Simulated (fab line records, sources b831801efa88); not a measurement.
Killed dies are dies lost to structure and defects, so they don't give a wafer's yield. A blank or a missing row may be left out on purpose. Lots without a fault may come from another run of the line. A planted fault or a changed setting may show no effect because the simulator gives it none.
fab line records | flow sky130
record lots=24 wafers=72 last_day=50
route steps=708 shown CONTACT@425 METAL2@483 METAL3@536 CAPM@540
lots that met no fault: from a run of the same line without faults
start_h: hours from the record's first day to the start of the lot's first wafer shown | wait_h: hours since the lot's step before | " the same as in the row above | L1.1+2: a row that stands for several wafers | - no value, or no start given | * or withheld: withheld | < > ~ a bound
route shown NAME@n: a module of which the file shows steps, and the number in the route of the first | usual: mean/standard deviation of fault-free wafers | same: alike in all rows | chamber/n: place in a boat | sites: the reading at each site | _std_site: their standard deviation | _edge_site: outer sites' mean less inner sites' | radius_mm: how far each site lies from the wafer's centre | mask NAME#n: copy n | behind: the tool/chamber that last shaped the wafer | hold: why the lot was held/for how many hours/how that ended | device: the transistor (n, p or np) that didn't switch | end of line: the same wafers' tests at the end of the route | a step without rows: its recipe alone | killed: dies lost to structure and defects at the first sort, not the wafer's yield | map: a wafer's dies, x killed, . not, _ none there
set.NAME: the setting as run; set.NAME@STEP: as run at that earlier step | model.NAME: the simulator's own value behind a step, which no gauge read
steps of the route over a sample of lots; a table a step, a row a wafer
services: from which hour (start_h, from the record's first day; less than 0 if before it) a tool's chamber was out of use, for how many hours, and why
## steps
# step SKY_CONTACT_STRIP_19
# recipe chemistry=O2/N2 power_w=1400 pressure_mtorr=1500 platen_temp_c=withheld o2_flow_sccm=3000 n2_flow_sccm=300 overash_fraction=0.5
# usual drypump_motor_current_A=5.8/0.53 oes_product_au=0.380/0.0053 strip_time_to_endpoint_s=3.621/0.026
# columns lot.wafer tool chamber start_h wait_h drypump_motor_current_A oes_product_au rf_hours_counter_h strip_time_to_endpoint_s
L074.2 plasma_asher-03 0 742.65 - 5.2 0.385 64 3.667
L074.4 " 0 " " 5.2 0.380 - 3.670
L074.6 " 0 " " 5.2 0.389 - 3.654
L075.1 plasma_asher-02 1 743.77 - 6.4 0.379 0 3.620
L075.2 " 0 " " 5.1 0.388 0 3.612
L075.4 " 1 " " 6.4 0.388 - 3.584
L076.2 plasma_asher-03 0 747.50 - 5.2 0.386 65 3.624
L076.3 " 0 " " 5.2 0.387 - 3.649
L076.4 " 1 " " 6.3 0.395 - 3.633
L077.2 plasma_asher-02 0 758.05 - 5.1 0.375 2 3.648
L077.4 " 0 " " 5.1 0.387 - 3.632
L077.6 " 1 " " 6.4 0.387 - 3.629
L078.1 plasma_asher-04 1 764.55 - 5.7 0.379 31 3.643
L078.5 " 0 " " 5.9 0.382 - 3.645
L078.6 " 1 " " 5.7 0.381 - 3.618
L079.4 plasma_asher-03 1 773.93 - 6.3 0.385 - 3.672
L079.5 " 0 " " 5.2 0.392 - 3.670
L079.6 " 1 " " 6.3 0.382 - 3.656
L080.1 plasma_asher-03 0 778.40 - 5.2 0.380 68 3.621
L080.2 " 1 " " 6.3 0.375 68 3.636
L080.5 " 0 " " 5.2 0.376 - 3.646
L081.2 plasma_asher-02 0 788.90 - 5.1 0.381 5 3.693
L081.4 " 0 " " 5.1 0.375 - 3.613
L081.6 " 1 " " 6.4 0.384 - 3.636
L082.1 plasma_asher-04 1 797.76 - 5.7 0.381 34 3.631
L082.4 " 1 " " 5.7 0.381 - 3.651
L082.6 " 0 " " 5.9 0.380 - 3.627
L083.4 plasma_asher-03 1 811.59 - 6.3 0.384 - 3.614
L083.5 " 1 " " 6.3 0.379 - 3.607
L083.6 " 0 " " 5.2 0.380 - 3.605
L084.2 plasma_asher-02 0 811.95 - 5.1 0.380 7 3.644
L084.4 " 1 " " 6.4 0.381 - 3.609
L084.6 " 0 " " 5.1 0.375 - 3.662
L085.2 plasma_asher-04 0 822.77 - 5.9 0.380 37 3.624
L085.5 " 1 " " 5.8 0.392 - 3.649
L085.6 " 0 " " 5.9 0.378 - 3.676
L086.2 plasma_asher-03 1 827.90 - 6.3 0.377 72 3.624
L086.4 " 1 " " 6.3 0.373 - 3.596
L086.6 " 1 " " 6.3 0.379 - 3.610
L087.2 plasma_asher-02 1 861.55 - 6.4 0.375 12 3.604
L087.4 " 1 " " 6.4 0.379 - 3.593
L087.5 " 0 " " 5.1 0.384 - 3.607
L088.1 plasma_asher-03 1 861.65 - 6.3 0.386 76 3.641
L088.3 " 0 " " 5.2 0.379 - 3.602
L088.4 " 1 " " 6.3 0.383 - 3.590
L089.2 plasma_asher-02 1 861.92 - 6.4 0.380 12 3.608
L089.3 " 1 " " 6.4 0.384 - 3.612
L089.4 " 0 " " 5.1 0.382 - 3.607
L090.1 plasma_asher-04 1 863.05 - 5.7 0.389 41 3.612
L090.4 " 0 " " 5.9 0.380 - 3.632
L090.6 " 1 " " 5.7 0.380 - 3.583
L091.2 plasma_asher-03 1 864.00 - 6.3 0.382 76 3.588
L091.3 " 0 " " 5.2 0.383 - 3.612
L091.6 " 0 " " 5.2 0.377 - 3.616
L092.1 plasma_asher-02 1 865.90 - 6.4 0.376 12 3.601
L092.3 " 1 " " 6.4 0.377 - 3.607
L092.4 " 0 " " 5.1 0.380 - 3.632
L093.2 plasma_asher-02 1 869.12 - 6.4 0.375 13 3.603
L093.5 " 0 " " 5.1 0.378 - 3.572
L093.6 " 1 " " 6.4 0.378 - 3.551
L094.1 plasma_asher-04 0 879.80 - 5.9 0.383 42 3.600
L094.4 " 1 " " 5.7 0.380 - 3.613
L094.6 " 0 " " 5.9 0.384 - 3.595
L095.1 plasma_asher-02 0 891.52 - 5.1 0.372 15 3.583
L095.2 " 1 " " 6.4 0.379 15 3.619
L095.5 " 0 " " 5.1 0.374 - 3.609
L096.2 plasma_asher-03 1 903.65 - 6.3 0.385 80 3.632
L096.4 " 0 " " 5.2 0.388 - 3.635
L096.5 " 0 " " 5.2 0.376 - 3.611
L097.2 plasma_asher-04 1 904.20 - 5.8 0.384 45 3.620
L097.4 " 0 " " 5.9 0.370 - 3.617
L097.6 " 0 " " 5.9 0.384 - 3.585
# step SKY_METAL2_SPUTTER_00
# recipe material=Ti target_thk_nm=15 power_w=3000 time_s=10 chamber_pressure_pa=0.4
# usual throttle_valve_pct=29.7/1.1
# columns lot.wafer tool chamber start_h wait_h throttle_valve_pct
L074.2 pvd_sputter-02 - 800.13 0.2 27.7
L074.4 " - " " 29.0
L074.6 " - " " 29.0
L075.1 pvd_sputter-02 - 801.43 0.2 27.6
L075.2 " - " " 29.0
L075.4 " - " " 30.3
L076.2 pvd_sputter-01 - 804.18 0.2 30.1
L076.3 " - " " 29.8
L076.4 " - " " 29.4
L077.2 pvd_sputter-04 - 815.88 0.2 30.1
L077.4 " - " " 31.3
L077.6 " - " " 31.2
L078.1 pvd_sputter-04 - 823.76 0.2 27.6
L078.5 " - " " 30.1
L078.6 " - " " 31.0
L079.4 pvd_sputter-04 - 830.25 0.2 30.0
L079.5 " - " " 29.4
L079.6 " - " " 30.0
L080.1 pvd_sputter-04 - 835.60 0.2 31.3
L080.2 " - " " 30.4
L080.5 " - " " 29.7
L081.2 pvd_sputter-04 - 846.38 0.2 30.2
L081.4 " - " " 27.8
L081.6 " - " " 31.5
L082.1 pvd_sputter-01 - 854.26 0.1 30.0
L082.4 " - " " 30.1
L082.6 " - " " 29.8
L083.4 pvd_sputter-04 - 868.89 0.1 31.2
L083.5 " - " " 30.0
L083.6 " - " " 31.1
L084.2 pvd_sputter-02 - 868.92 0.1 30.6
L084.4 " - " " 30.4
L084.6 " - " " 29.1
L085.2 pvd_sputter-02 - 879.27 0.2 30.6
L085.5 " - " " 30.5
L085.6 " - " " 29.1
L086.2 pvd_sputter-04 - 884.69 0.2 29.7
L086.4 " - " " 30.3
L086.6 " - " " 31.3
L087.2 pvd_sputter-02 - 916.38 0.2 30.7
L087.4 " - " " 27.7
L087.5 " - " " 29.0
L088.1 pvd_sputter-04 - 917.37 0.2 30.2
L088.3 " - " " 30.0
L088.4 " - " " 27.7
L089.2 pvd_sputter-01 - 917.72 0.2 30.3
L089.3 " - " " 30.2
L089.4 " - " " 31.0
L090.1 pvd_sputter-02 - 918.08 0.2 29.0
L090.4 " - " " 27.4
L090.6 " - " " 29.1
L091.2 pvd_sputter-01 - 918.39 0.1 31.0
L091.3 " - " " 29.6
L091.6 " - " " 30.0
L092.1 pvd_sputter-01 - 921.15 0.1 30.9
L092.3 " - " " 29.9
L092.4 " - " " 30.0
L093.2 pvd_sputter-04 - 924.42 0.2 29.9
L093.5 " - " " 31.3
L093.6 " - " " 27.6
L094.1 pvd_sputter-04 - 933.56 0.1 31.4
L094.4 " - " " 31.1
L094.6 " - " " 29.8
L095.1 pvd_sputter-02 - 946.15 0.2 29.1
L095.2 " - " " 27.6
L095.5 " - " " 29.1
L096.2 pvd_sputter-01 - 956.48 0.2 30.2
L096.4 " - " " 31.0
L096.5 " - " " 30.0
L097.2 pvd_sputter-02 - 957.13 0.1 29.0
L097.4 " - " " 27.4
L097.6 " - " " 30.2
# step SKY_METAL2_CD_MEAS_15
# recipe target_cd_nm=140
# usual cd_nm=140.1/1.5
# columns lot.wafer tool chamber start_h wait_h cd_nm
L074.2 cd_sem-01 - 826.43 - 139.2
L074.4 " - " " 141.1
L074.6 " - " " 138.8
L075.1 cd_sem-01 - 827.83 - 140.6
L075.2 " - " " 140.8
L075.4 " - " " 140.3
L076.2 cd_sem-01 - 830.74 - 138.8
L076.3 " - " " 136.0
L076.4 " - " " 137.0
L077.2 cd_sem-02 - 842.28 - 140.9
L077.4 " - " " 140.2
L077.6 " - " " 140.9
L078.1 cd_sem-01 - 849.91 - 137.2
L078.5 " - " " 139.5
L078.6 " - " " 140.3
L079.4 cd_sem-01 - 856.67 - 141.6
L079.5 " - " " 140.6
L079.6 " - " " 138.7
L080.1 cd_sem-02 - 861.98 - 141.0
L080.2 " - " " 141.2
L080.5 " - " " 141.9
L081.2 cd_sem-01 - 873.03 - 141.9
L081.4 " - " " 140.9
L081.6 " - " " 142.1
L082.1 cd_sem-01 - 880.91 - 139.7
L082.4 " - " " 140.3
L082.6 " - " " 139.0
L083.4 cd_sem-01 - 894.53 - 138.4
L083.5 " - " " 138.5
L083.6 " - " " 140.2
L084.2 cd_sem-02 - 894.84 - 142.0
L084.4 " - " " 141.7
L084.6 " - " " 142.9
L085.2 cd_sem-02 - 904.85 - 142.1
L085.5 " - " " 140.0
L085.6 " - " " 139.6
L086.2 cd_sem-02 - 910.33 - 139.4
L086.4 " - " " 139.6
L086.6 " - " " 140.0
L087.2 cd_sem-01 - 941.24 - 137.7
L087.4 " - " " 140.6
L087.5 " - " " 140.8
L088.1 cd_sem-01 - 942.37 - 138.2
L088.3 " - " " 139.8
L088.4 " - " " 138.2
L089.2 cd_sem-01 - 942.74 - 138.0
L089.3 " - " " 138.0
L089.4 " - " " 138.1
L090.1 cd_sem-02 - 942.96 - 140.8
L090.4 " - " " 140.9
L090.6 " - " " 140.3
L091.2 cd_sem-01 - 943.33 - 139.7
L091.3 " - " " 139.0
L091.6 " - " " 138.8
L092.1 cd_sem-02 - 946.07 - 139.8
L092.3 " - " " 139.2
L092.4 " - " " 140.7
L093.2 cd_sem-02 - 949.03 - 141.7
L093.5 " - " " 141.6
L093.6 " - " " 141.0
L094.1 cd_sem-01 - 958.63 - 142.3
L094.4 " - " " 144.3
L094.6 " - " " 140.7
L095.1 cd_sem-02 - 970.78 - 138.5
L095.2 " - " " 138.6
L095.5 " - " " 138.9
L096.2 cd_sem-01 - 979.78 - 142.0
L096.4 " - " " 140.0
L096.5 " - " " 141.0
L097.2 cd_sem-02 - 981.04 - 141.7
L097.4 " - " " 143.5
L097.6 " - " " 141.1
# step SKY_METAL2_METAL_ETCH_19
# recipe target_depth_a=3600 stop_on=SiO2 over_etch_frac=0.3 time_s=78 chemistry=Cl2/BCl3 resist_sidewall_deg=88 pressure_mtorr=10 icp_w=900 bias_w=48.5 Cl2_flow_sccm=60 bcl3_flow_sccm=30
# usual drypump_motor_current_A=6.0/0.44 oes_product_au=0.855/0.0056 throttle_valve_pct=22.264/0.0083
# columns lot.wafer tool chamber start_h wait_h drypump_motor_current_A oes_product_au rf_hours_counter_h throttle_valve_pct
L074.2 rie_metal-04 0 826.66 0.0 5.8 0.863 16 22.259
L074.4 " 0 " " 5.8 0.859 - 22.276
L074.6 " 0 " " 5.8 0.848 - 22.254
L075.1 rie_metal-03 1 828.11 0.1 5.4 0.855 15 22.271
L075.2 " 0 " " 5.6 0.851 2 22.266
L075.4 " 1 " " 5.4 0.857 - 22.272
L076.2 rie_metal-03 0 830.97 0.0 5.6 0.846 2 22.270
L076.3 " 1 " " 5.4 0.846 - 22.257
L076.4 " 0 " " 5.6 0.851 - 22.263
L077.2 rie_metal-04 0 842.51 0.0 5.8 0.863 17 22.268
L077.4 " 1 " " 6.6 0.851 - 22.262
L077.6 " 1 " " 6.6 0.855 - 22.270
L078.1 rie_metal-03 0 850.25 0.1 5.6 0.864 4 22.249
L078.5 " 0 " " 5.6 0.855 - 22.278
L078.6 " 0 " " 5.6 0.860 - 22.262
L079.4 rie_metal-01 0 857.06 0.1 6.4 0.860 - 22.258
L079.5 " 0 " " 6.4 0.856 - 22.270
L079.6 " 0 " " 6.4 0.859 - 22.272
L080.1 rie_metal-01 1 862.23 0.0 6.2 0.846 0 22.269
L080.2 " 0 " " 6.4 0.851 3 22.266
L080.5 " 0 " " 6.4 0.841 - 22.247
L081.2 rie_metal-01 0 873.26 0.0 6.4 0.853 3 22.267
L081.4 " 1 " " 6.2 0.850 - 22.285
L081.6 " 0 " " 6.4 0.853 - 22.268
L082.1 rie_metal-03 0 881.16 0.0 5.6 0.856 5 22.257
L082.4 " 0 " " 5.6 0.859 - 22.263
L082.6 " 0 " " 5.6 0.855 - 22.264
L083.4 rie_metal-04 1 894.90 0.1 6.6 0.852 - 22.257
L083.5 " 1 " " 6.6 0.856 - 22.268
L083.6 " 1 " " 6.6 0.852 - 22.270
L084.2 rie_metal-03 0 895.07 0.0 5.5 0.858 5 22.274
L084.4 " 1 " " 5.4 0.859 - 22.259
L084.6 " 1 " " 5.4 0.853 - 22.268
L085.2 rie_metal-04 1 905.21 0.1 6.6 0.853 - 22.278
L085.5 " 1 " " 6.6 0.850 - 22.264
L085.6 " 1 " " 6.6 0.852 - 22.263
L086.2 rie_metal-01 0 910.56 0.0 6.4 0.851 4 22.270
L086.4 " 1 " " 6.2 0.853 - 22.258
L086.6 " 1 " " 6.2 0.847 - 22.275
L087.2 rie_metal-03 1 941.47 0.0 5.4 0.841 4 22.253
L087.4 " 0 " " 5.6 0.861 - 22.284
L087.5 " 1 " " 5.4 0.865 - 22.264
L088.1 rie_metal-04 1 942.62 0.0 6.6 0.852 18 22.260
L088.3 " 1 " " 6.6 0.853 - 22.262
L088.4 " 0 " " 5.8 0.849 - 22.264
L089.2 rie_metal-03 1 942.97 0.0 5.4 0.856 4 22.266
L089.3 " 1 " " 5.4 0.859 - 22.261
L089.4 " 0 " " 5.6 0.864 - 22.270
L090.1 rie_metal-01 1 943.21 0.0 6.2 0.857 4 22.256
L090.4 " 0 " " 6.4 0.848 - 22.265
L090.6 " 0 " " 6.4 0.870 - 22.265
L091.2 rie_metal-04 1 943.56 0.0 6.6 0.854 19 22.259
L091.3 " 0 " " 5.8 0.862 - 22.269
L091.6 " 0 " " 5.8 0.851 - 22.265
L092.1 rie_metal-03 1 946.32 0.0 5.4 0.849 4 22.263
L092.3 " 1 " " 5.4 0.846 - 22.258
L092.4 " 0 " " 5.6 0.859 - 22.259
L093.2 rie_metal-04 0 949.26 0.0 5.9 0.856 3 22.265
L093.5 " 0 " " 5.8 0.848 - 22.253
L093.6 " 1 " " 6.6 0.860 - 22.275
L094.1 rie_metal-04 0 958.88 0.0 5.8 0.854 3 22.262
L094.4 " 1 " " 6.6 0.851 - 22.267
L094.6 " 1 " " 6.6 0.849 - 22.274
L095.1 rie_metal-04 0 971.03 0.0 5.8 0.852 3 22.261
L095.2 " 1 " " 6.6 0.856 20 22.254
L095.5 " 0 " " 5.8 0.857 - 22.261
L096.2 rie_metal-04 1 980.01 0.0 6.6 0.859 20 22.259
L096.4 " 1 " " 6.6 0.862 - 22.269
L096.5 " 1 " " 6.6 0.851 - 22.269
L097.2 rie_metal-01 1 981.39 0.1 6.2 0.858 - 22.264
L097.4 " 1 " " 6.2 0.860 - 22.255
L097.6 " 1 " " 6.2 0.860 - 22.242
# step SKY_METAL3_SPUTTER_04
# recipe material=TiN target_thk_nm=70 power_w=6500 time_s=58.3 chamber_pressure_pa=0.4
# usual throttle_valve_pct=29.9/1.1
# columns lot.wafer tool chamber start_h wait_h throttle_valve_pct
L074.2 pvd_sputter-02 - 855.10 0.0 30.4
L074.4 " - " " 29.2
L074.6 " - " " 30.6
L075.1 pvd_sputter-02 - 857.90 0.0 27.7
L075.2 " - " " 30.4
L075.4 " - " " 30.4
L076.2 pvd_sputter-03 - 860.53 0.0 30.3
L076.3 " - " " 30.0
L076.4 " - " " 30.7
L077.2 pvd_sputter-04 - 871.92 0.0 29.8
L077.4 " - " " 31.1
L077.6 " - " " 31.2
L078.1 pvd_sputter-04 - 879.55 0.0 30.1
L078.5 " - " " 27.5
L078.6 " - " " 29.8
L079.4 pvd_sputter-02 - 886.12 0.0 30.3
L079.5 " - " " 27.7
L079.6 " - " " 30.6
L080.1 pvd_sputter-02 - 891.31 0.0 29.5
L080.2 " - " " 30.5
L080.5 " - " " 29.0
L081.2 pvd_sputter-02 - 902.00 0.0 27.4
L081.4 " - " " 29.2
L081.6 " - " " 30.5
L082.1 pvd_sputter-04 - 909.13 0.0 27.7
L082.4 " - " " 31.2
L082.6 " - " " 29.8
L083.4 pvd_sputter-02 - 921.97 0.0 29.1
L083.5 " - " " 30.8
L083.6 " - " " 29.1
L084.2 pvd_sputter-03 - 922.04 0.0 30.5
L084.4 " - " " 30.3
L084.6 " - " " 30.5
L085.2 pvd_sputter-03 - 933.05 0.0 30.2
L085.5 " - " " 30.2
L085.6 " - " " 30.3
L086.2 pvd_sputter-03 - 937.95 0.0 30.6
L086.4 " - " " 30.6
L086.6 " - " " 30.2
L087.2 pvd_sputter-03 - 968.76 0.0 30.3
L087.4 " - " " 30.3
L087.5 " - " " 30.6
L088.1 pvd_sputter-04 - 969.96 0.0 29.7
L088.3 " - " " 31.4
L088.4 " - " " 30.2
L089.2 pvd_sputter-02 - 970.26 0.0 27.6
L089.3 " - " " 30.4
L089.4 " - " " 29.1
L090.1 pvd_sputter-02 - 970.56 0.0 30.9
L090.4 " - " " 27.5
L090.6 " - " " 28.8
L091.2 pvd_sputter-04 - 970.90 0.0 31.2
L091.3 " - " " 27.3
L091.6 " - " " 30.3
L092.1 pvd_sputter-02 - 973.78 0.0 30.3
L092.3 " - " " 30.2
L092.4 " - " " 28.9
L093.2 pvd_sputter-03 - 976.35 0.0 30.6
L093.5 " - " " 30.3
L093.6 " - " " 30.5
L094.1 pvd_sputter-02 - 985.46 0.0 30.5
L094.4 " - " " 29.0
L094.6 " - " " 29.1
L095.1 pvd_sputter-03 - 998.20 0.0 30.6
L095.2 " - " " 29.9
L095.5 " - " " 30.7
L096.2 pvd_sputter-03 - 1006.34 0.0 30.2
L096.4 " - " " 30.2
L096.5 " - " " 30.7
L097.2 pvd_sputter-03 - 1008.30 0.0 30.7
L097.4 " - " " 30.7
L097.6 " - " " 30.5
# step SKY_CAPM_RS_MEAS_03
# recipe thk_meas_gauge=four-point-probe reads=TiN_of_CAPM_SPUTTER_02
# usual CAPM_TIN_RS=6.91/0.079
# columns lot.wafer tool chamber start_h wait_h CAPM_TIN_RS[ohm/sq]
L074.2 film_metro-04 - 855.36 0.1 7.06
L074.4 " - " " 7.03
L074.6 " - " " 7.04
L075.1 film_metro-04 - 858.14 0.1 6.81
L075.2 " - " " 6.82
L075.4 " - " " 6.90
L076.2 film_metro-02 - 860.79 0.1 6.97
L076.3 " - " " 6.88
L076.4 " - " " 6.94
L077.2 film_metro-03 - 872.18 0.1 6.87
L077.4 " - " " 6.86
L077.6 " - " " 6.77
L078.1 film_metro-03 - 879.79 0.1 6.94
L078.5 " - " " 6.94
L078.6 " - " " 6.96
L079.4 film_metro-02 - 886.42 0.1 6.93
L079.5 " - " " 6.96
L079.6 " - " " 6.97
L080.1 film_metro-03 - 891.55 0.1 6.83
L080.2 " - " " 6.82
L080.5 " - " " 6.82
L081.2 film_metro-03 - 902.26 0.1 6.96
L081.4 " - " " 7.01
L081.6 " - " " 6.93
L082.1 film_metro-02 - 909.37 0.1 6.99
L082.4 " - " " 6.95
L082.6 " - " " 6.90
L083.4 film_metro-03 - 922.27 0.1 6.97
L083.5 " - " " 6.93
L083.6 " - " " 6.90
L084.2 film_metro-04 - 922.30 0.1 6.79
L084.4 " - " " 6.85
L084.6 " - " " 6.86
L085.2 film_metro-02 - 933.31 0.1 6.97
L085.5 " - " " 6.96
L085.6 " - " " 6.93
L086.2 film_metro-02 - 938.21 0.1 6.83
L086.4 " - " " 6.84
L086.6 " - " " 6.86
L087.2 film_metro-04 - 969.02 0.1 6.89
L087.4 " - " " 6.79
L087.5 " - " " 6.84
L088.1 film_metro-04 - 970.20 0.1 6.82
L088.3 " - " " 6.83
L088.4 " - " " 6.86
L089.2 film_metro-04 - 970.53 0.1 6.98
L089.3 " - " " 7.00
L089.4 " - " " 6.94
L090.1 film_metro-03 - 970.80 0.1 7.03
L090.4 " - " " 7.07
L090.6 " - " " 7.13
L091.2 film_metro-04 - 971.17 0.1 6.90
L091.3 " - " " 6.87
L091.6 " - " " 6.87
L092.1 film_metro-02 - 974.02 0.1 7.03
L092.3 " - " " 7.03
L092.4 " - " " 7.00
L093.2 film_metro-03 - 976.65 0.1 6.89
L093.5 " - " " 6.82
L093.6 " - " " 6.90
L094.1 film_metro-03 - 985.71 0.1 6.97
L094.4 " - " " 6.96
L094.6 " - " " 6.92
L095.1 film_metro-02 - 998.44 0.1 6.76
L095.2 " - " " 6.81
L095.5 " - " " 6.75
L096.2 film_metro-02 - 1006.61 0.1 6.90
L096.4 " - " " 6.92
L096.5 " - " " 6.95
L097.2 film_metro-03 - 1008.57 0.1 6.94
L097.4 " - " " 6.94
L097.6 " - " " 6.94
## services
# columns tool chamber start_h hours kind
pvd_sputter-02 1 730.34 - consumable_replace:kit
plasma_asher-02 - 733.79 9.0 pm
pvd_sputter-03 - 745.26 2.9 repair
pvd_sputter-04 - 752.80 1.0 repair
pvd_sputter-01 - 761.34 2.3 repair
pvd_sputter-03 - 766.32 23.6 repair
plasma_asher-04 - 767.72 4.0 repair
plasma_asher-03 - 784.93 2.4 repair
pvd_sputter-03 - 788.46 3.2 repair
pvd_sputter-01 - 790.33 3.9 repair
pvd_sputter-03 - 814.06 7.5 repair
pvd_sputter-01 - 822.19 1.8 repair
pvd_sputter-01 - 857.49 0.5 repair
pvd_sputter-02 - 891.58 9.5 repair
pvd_sputter-01 - 897.41 1.5 repair
plasma_asher-04 - 906.97 2.8 pm
pvd_sputter-03 - 918.92 2.0 repair
pvd_sputter-04 - 918.99 4.4 repair
plasma_asher-02 - 947.82 1.1 repair
plasma_asher-02 - 951.98 23.5 repair
pvd_sputter-01 - 957.61 5.0 repair
pvd_sputter-04 - 958.79 6.9 repair
plasma_asher-02 - 975.45 28.1 pm
rie_metal-01 0 977.27 4.6 repair
## key
fault none
